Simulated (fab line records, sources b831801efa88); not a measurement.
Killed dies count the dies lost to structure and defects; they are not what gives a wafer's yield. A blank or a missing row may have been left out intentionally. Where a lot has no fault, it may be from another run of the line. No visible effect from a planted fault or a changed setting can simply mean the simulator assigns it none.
Struck lot and sound lot, side by side	flow sky130	43 steps out of a route of 708
Sound: the wafers L464.1, L464.4, L464.5. Struck: wafer L487.3 (left out: L487.2, L487.6 of the same lot, which were not struck); the cause appears at the end.
Each step with rows lists, per side, the tool, then ch with its chambers, then its first start. Under that, the readings that differ: sound wafers	struck wafers	difference of the means	sigmas: that difference in standard deviations of wafers without a fault.
alike: readings whose means differ by less than 2 such deviations, and words and numbers that are the same on both sides. not compared: withheld readings, readings that some wafer has no value for, bounds like >300 that may hide the same value, and numbers for which the record gives no deviation and whose values overlap.
A row with sigmas, a row that says differs or no value, or rows on one side alone: a step with any of these is where the two part. Numbers that have no deviation but don't overlap get no sigmas and don't part them. A reading that every wafer of one side lacks parts them only if that side has two wafers or more.

SKY_VIA3_BOW_MEAS_03:
  sound: film metro-03 at day 38 21:55; struck: film metro-03 at day 45 10:23
  alike: VIA3_BOW
then, 8 steps without rows for these wafers: SKY_VIA3_DEHYDRATE_04 (time 60 s); SKY_VIA3_HMDS_05 (prime time 60 s); SKY_VIA3_COAT_06 (resist thk 60 nm); SKY_VIA3_COAT_07 (resist thk 450 nm); SKY_VIA3_SOFTBAKE_08 (time 90 s); SKY_VIA3_EXPOSE_09 (exposes mask VIM3, target cd 200 nm); SKY_VIA3_PEB_10; SKY_VIA3_DEVELOP_11 (develop time 60 s).
SKY_VIA3_CD_MEAS_12: target cd 200 nm.
  sound: cd sem-02 at day 39 22:58; struck: cd sem-02 at day 46 07:47
  alike: cd nm
SKY_VIA3_OVL_MEAS_13:
  sound: overlay-02 at day 39 23:05; struck: overlay-02 at day 46 07:53
  alike: VIA3_OVL
then, 1 step without rows for these wafers: SKY_VIA3_ETCH_14 (etches BARC in N2/H2, stops on SiO2, time 45.9 s, target depth 60 nm).
SKY_VIA3_ETCH_15: etches SiO2 in C4F8/O2/Ar, stops on TiN, target depth 507 nm, time 78 s.
  sound on rie diel-04 ch 1,2, day 39 23:10; struck on rie diel-04 ch 1, day 46 07:58
  alike: oes product au
  not compared: rf hours counter h
SKY_VIA3_STRIP_16: strips in O2/N2.
  sound on plasma asher-01 ch 0,1, day 39 23:13; struck on plasma asher-02 ch 0, day 46 08:01
  alike: drypump motor current A, oes product au, strip time to endpoint s
  not compared: rf hours counter h
then, 3 steps without rows for these wafers: SKY_VIA3_STRIP_17 (strips in post etch residue remover, time 1200 s); SKY_VIA3_CLEAN_18 (cleans in IPA, time 180 s); SKY_VIA3_CLEAN_19 (cleans in O3/DIW).
SKY_VIA3_SPUTTER_20: material TiN, target thk 20 nm, time 80 s.
  sound: pvd sputter-01 at day 39 23:49; struck: pvd sputter-01 at day 46 08:37
  alike: throttle valve pct
then, 1 step without rows for these wafers: SKY_VIA3_CVD_21 (deposits W, target thk 390 nm, time 117.31 s).
SKY_VIA3_RS_MEAS_22: the measuring method here is four-point-probe.
  sound: film metro-03 at day 40 00:00; struck: film metro-03 at day 46 08:57
  alike: VIA3_W_RS
SKY_VIA3_THK_MEAS_23: measures by xrf.
  sound: film metro-03 at day 40 00:07; struck: film metro-03 at day 46 09:04
  alike: VIA3_W_THK
SKY_VIA3_CMP_24: polishes, stops on SiO2, t overpolish 20 s, target thk 0 nm.
  sound on cmp-01 ch 2,3, day 40 00:11; struck on cmp-01 ch 0, day 46 09:07
reading	sound	struck	difference	sigmas
time to endpoint s (s)	90.6 90.1 88.2	95.7	+6.1	+2
  alike: head pressure psi, motor current A, overpolish run s, slurry flow ml min
then, 1 step without rows for these wafers: SKY_METAL4_SPUTTER_00 (material Ti, target thk 15 nm, time 10 s).
SKY_METAL4_SPUTTER_01: material TiN, target thk 20 nm, time 16.7 s.
  sound: pvd sputter-03 at day 40 00:31; struck: pvd sputter-01 at day 46 09:26
  alike: throttle valve pct
then, 4 steps without rows for these wafers: SKY_METAL4_SPUTTER_02 (material AlCu, target thk 735 nm, time 39.1 s); SKY_METAL4_SPUTTER_03 (material Ti, target thk 5 nm, time 3.3 s); SKY_METAL4_SPUTTER_04 (material TiN, target thk 70 nm, time 58.3 s); SKY_CAP2M_CVD_00 (deposits SiO2, target thk 15.5 nm).
SKY_CAP2M_THK_MEAS_01:
  sound: film metro-02 at day 40 00:40; struck: film metro-04 at day 46 09:35
  alike: CAP2M_CVD_00_THK
SKY_CAP2M_SPUTTER_02: material TiN, target thk 200 nm, time 166.7 s.
  sound: pvd sputter-04 at day 40 00:43; struck: pvd sputter-04 at day 46 09:38
  alike: susceptor temp C, throttle valve pct
SKY_CAP2M_RS_MEAS_03: the measuring method here is four-point-probe.
  sound: film metro-04 at day 40 00:50; struck: film metro-02 at day 46 09:46
  alike: CAP2M_TIN_RS
SKY_CAP2M_THK_MEAS_04: measures by xrf.
  sound: film metro-04 at day 40 00:57; struck: film metro-02 at day 46 09:53
reading	sound	struck	difference	sigmas
CAP2M_TIN_THK (nm)	198.7 198.3 198.8	203.6	+5.0	+2
then, 7 steps without rows for these wafers: SKY_CAP2M_DEHYDRATE_05 (time 60 s); SKY_CAP2M_HMDS_06 (prime time 60 s); SKY_CAP2M_COAT_07 (resist thk 1140 nm); SKY_CAP2M_SOFTBAKE_08 (time 60 s); SKY_CAP2M_EXPOSE_09 (exposes mask CAP2M, target cd 1000 nm); SKY_CAP2M_PEB_10; SKY_CAP2M_DEVELOP_11 (develop time 60 s).
SKY_CAP2M_OVL_MEAS_12:
  sound: overlay-02 at day 41 01:17; struck: overlay-01 at day 47 06:56
  alike: CAP2M_OVL
then, 2 steps without rows for these wafers: SKY_CAP2M_METAL_ETCH_13 (etches TiN in Cl2/BCl3, stops on SiO2, target depth 220 nm, time 62.9 s); SKY_CAP2M_STRIP_14 (strips in O2/N2).
-- the record jumps here: 4 days lie between the struck wafers' starts before and after (it left off in module CAP2M and takes up again in module PAD_OPEN, whose first step shown is number 708 of the route) --
SKY_PAD_OPEN_PROBE_99:
  sound: prober-02 at day 46 02:09; struck: prober-01 at day 51 06:20
reading	sound	struck	difference	sigmas
defect limited yield (%)	81.9 81.9 84.8	74.0	-8.9	-5
killed_at_M0_to_M3	46 40 39	96	+54	+8
killed at front end	15 21 15	8	-9	-2
killed dies	89 89 75	128	+44	+5
killed short	47 48 30	29	-13	-2
sort_bin_3_pad_short (%)	0.8 0.4 0.8	3.7	+3.0	+7
sort_bin_5_function (%)	11.8 10.2 8.5	16.1	+5.9	+4
sort n pass	403 403 417	364	-44	-5
sort yield pct (%)	81.9 81.9 84.8	74.0	-8.9	-5
model.etest.tester.sort n pass	403 403 417	364	-44	
model.etest.tester.sort yield pct (%)	81.91 81.91 84.76	73.98	-8.88	
model.etest.tester.sort_bin_5_pct (%)	11.79 10.16 8.537	16.06	+5.90	
model.etest.tester.sort_bin_3_pct (%)	0.813 0.4065 0.813	3.659	+2.981	
  alike: killed_at_M4_up, killed at contacts, killed at other, killed open, sort_bin_6_memory

== WHERE THEY PART ==
Last at SKY_PAD_OPEN_PROBE_99 as far as this record goes, first at SKY_VIA3_CMP_24.

WHY: whatever the simulator had introduced
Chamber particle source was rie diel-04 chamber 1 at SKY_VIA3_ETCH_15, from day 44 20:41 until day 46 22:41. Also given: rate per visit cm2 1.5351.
